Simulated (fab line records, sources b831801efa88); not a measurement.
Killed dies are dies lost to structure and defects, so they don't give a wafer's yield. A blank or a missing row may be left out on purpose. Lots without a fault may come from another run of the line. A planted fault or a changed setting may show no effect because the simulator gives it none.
Tool commonality check | flow sky130 | 13 lots, 39 wafers sampled

WHY IT WAS OPENED
At SKY_SD_N_CD_MEAS_07 the reading cd_nm is flagged on 1 of 13 lots. Wafers without a fault read 380.9 nm, standard deviation 2.5.
Rule: a lot is flagged when every wafer of it that has a number lies more than 4 standard deviations from that mean, or none has a number. The other lots count as sound.

lot  | measured     | on        | cd_nm (nm), wafer by wafer | flag
L931 | day 28 09:59 | cd_sem-01 | 380.9 380.3 383.3          |
L930 | day 28 13:04 | cd_sem-01 | 380.2 379.2 378.8          |
L932 | day 28 17:56 | cd_sem-01 | 379.3 379.0 377.6          |
L933 | day 28 18:51 | cd_sem-01 | 380.6 384.4 385.1          |
L934 | day 29 01:20 | cd_sem-02 | 381.8 382.5 381.9          |
L936 | day 30 03:00 | cd_sem-01 | 378.3 378.9 379.9          |
L938 | day 31 03:01 | cd_sem-01 | 380.0 377.6 378.8          |
L939 | day 31 21:35 | cd_sem-01 | 378.7 379.1 377.5          |
L942 | day 32 08:36 | cd_sem-02 | 385.8 385.0 386.7          |
L943 | day 32 20:16 | cd_sem-02 | 335.6 334.5 338.2          | FLAGGED
L944 | day 33 01:24 | cd_sem-02 | 379.6 379.0 379.0          |
L952 | day 35 08:29 | cd_sem-02 | 383.1 382.9 384.7          |
L953 | day 35 11:35 | cd_sem-01 | 379.8 380.1 383.0          |
The numbers of the flagged lots are 336.1 nm on average: -44.8 nm against the usual, or -18 standard deviations.

WHICH TOOL RAN EACH LOT
The record holds 1 process step before the reading, out of a route of 708 steps. In each cell: the tool, then ch and the chambers that the sampled wafers went through, then the start.
lot  | flag    | SKY_SD_N_EXPOSE_04
L931 |         | iline_stepper-02 ch 0, day 27 18:50
L930 |         | iline_stepper-02 ch 0, day 27 21:40
L932 |         | iline_stepper-01 ch 0, day 28 03:36
L933 |         | iline_stepper-01 ch 0, day 28 05:00
L934 |         | iline_stepper-02 ch 0, day 28 11:34
L936 |         | iline_stepper-01 ch 0, day 29 13:43
L938 |         | iline_stepper-01 ch 0, day 30 12:58
L939 |         | iline_stepper-01 ch 0, day 31 06:56
L942 |         | iline_stepper-01 ch 0, day 31 18:55
L943 | FLAGGED | iline_stepper-01 ch 0, day 32 07:02
L944 |         | iline_stepper-02 ch 0, day 32 11:46
L952 |         | iline_stepper-01 ch 0, day 34 19:40
L953 |         | iline_stepper-02 ch 0, day 34 22:46
What these steps do:
- SKY_SD_N_EXPOSE_04: exposes mask NSDM, target cd 380 nm.
- SKY_SD_N_CD_MEAS_07: target cd 380 nm.

FLAGGED OVER TOTAL, TOOL BY TOOL (the gauges that took the reading come last)
step                | tool             | lots run | flagged | share of the flagged lots | sound lots run after its first flagged lot
SKY_SD_N_EXPOSE_04  | iline_stepper-01 | 8        | 1       | all                       | 1 (L952)
SKY_SD_N_EXPOSE_04  | iline_stepper-02 | 5        | 0       | none                      | -
SKY_SD_N_CD_MEAS_07 | cd_sem-01        | 8        | 0       | none                      | -
SKY_SD_N_CD_MEAS_07 | cd_sem-02        | 5        | 1       | all                       | 2 (L944,L952)

WHAT THE TABLE ALLOWS
2 rows of the table ran every flagged lot: iline_stepper-01 at SKY_SD_N_EXPOSE_04, cd_sem-02 at SKY_SD_N_CD_MEAS_07.
- iline_stepper-01 at SKY_SD_N_EXPOSE_04: 1 of its 8 lots flagged. Sound lots ran on it after the first flagged one (L952), which a lasting fault on the whole tool wouldn't allow.
- cd_sem-02 at SKY_SD_N_CD_MEAS_07: 1 of its 5 lots flagged. Sound lots ran on it after the first flagged one (L944, L952), which a lasting fault on the whole tool wouldn't allow.
No row of the table ran every flagged lot and no sound lot after the first.

WHAT THE SIMULATOR HAD PUT IN
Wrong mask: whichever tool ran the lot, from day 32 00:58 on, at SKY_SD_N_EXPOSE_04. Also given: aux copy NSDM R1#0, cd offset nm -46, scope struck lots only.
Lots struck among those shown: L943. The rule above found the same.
